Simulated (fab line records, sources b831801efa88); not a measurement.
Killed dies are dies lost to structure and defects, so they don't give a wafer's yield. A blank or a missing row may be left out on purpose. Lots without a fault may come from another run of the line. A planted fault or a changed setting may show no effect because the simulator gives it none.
Chamber matching | flow sky130 | SKY_METAL4_ETCH_17 on rie_diel-01: 4 sister chambers
The step etches SiO2 in C4F8/O2/Ar, stops on TiN, time 3.9 s, target depth 15 nm. 4 wafers are shown with their chamber, then 8 later ones without.

WAFERS WITH THEIR CHAMBER
wafer  | chamber | oes_product_au (a.u.)
L082.1 | 1       | 0.745
L082.2 | 0       | 0.757
L082.3 | 3       | 0.759
L082.4 | 2       | 0.753

WAFERS WITHOUT THEIR CHAMBER
wafer  | oes_product_au (a.u.)
L082.5 | 0.759
L082.6 | 0.764
L090.2 | 0.752
L090.3 | 0.752
L090.6 | 0.745
L097.2 | 0.757
L097.4 | 0.751
L097.6 | 0.739

WHICH CHAMBER EACH WENT THROUGH
wafer  | from the rows above          | in truth
L082.5 | can't be placed: 3 or 0      | 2
L082.6 | can't be placed: 3 or 0      | 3
L090.2 | can't be placed: 2 or 0      | 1
L090.3 | can't be placed: 2 or 0      | 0
L090.6 | 1                            | 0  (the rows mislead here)
L097.2 | can't be placed: 0 or 3 or 2 | 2
L097.4 | can't be placed: 2 or 0 or 1 | 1
L097.6 | 1                            | 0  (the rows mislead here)
Placed correctly: 0 of 8. Can't be placed from these rows: 6 (the true chamber is among the candidates in 4). Placed wrongly: 2.
How it was worked out, from the rows above alone: a wafer's distance from a chamber is the root of the sum, over the readings, of the square of ((its reading less the chamber's mean) divided by the reading's scatter). The wafer belongs to the nearest chamber; if the next one is less than 2 further off, it can't be placed. A chamber's mean is the mean of its shown wafers. The scatter: with one shown wafer a chamber, the root of the mean of the squares of how far each hidden wafer lies from its nearest shown one.
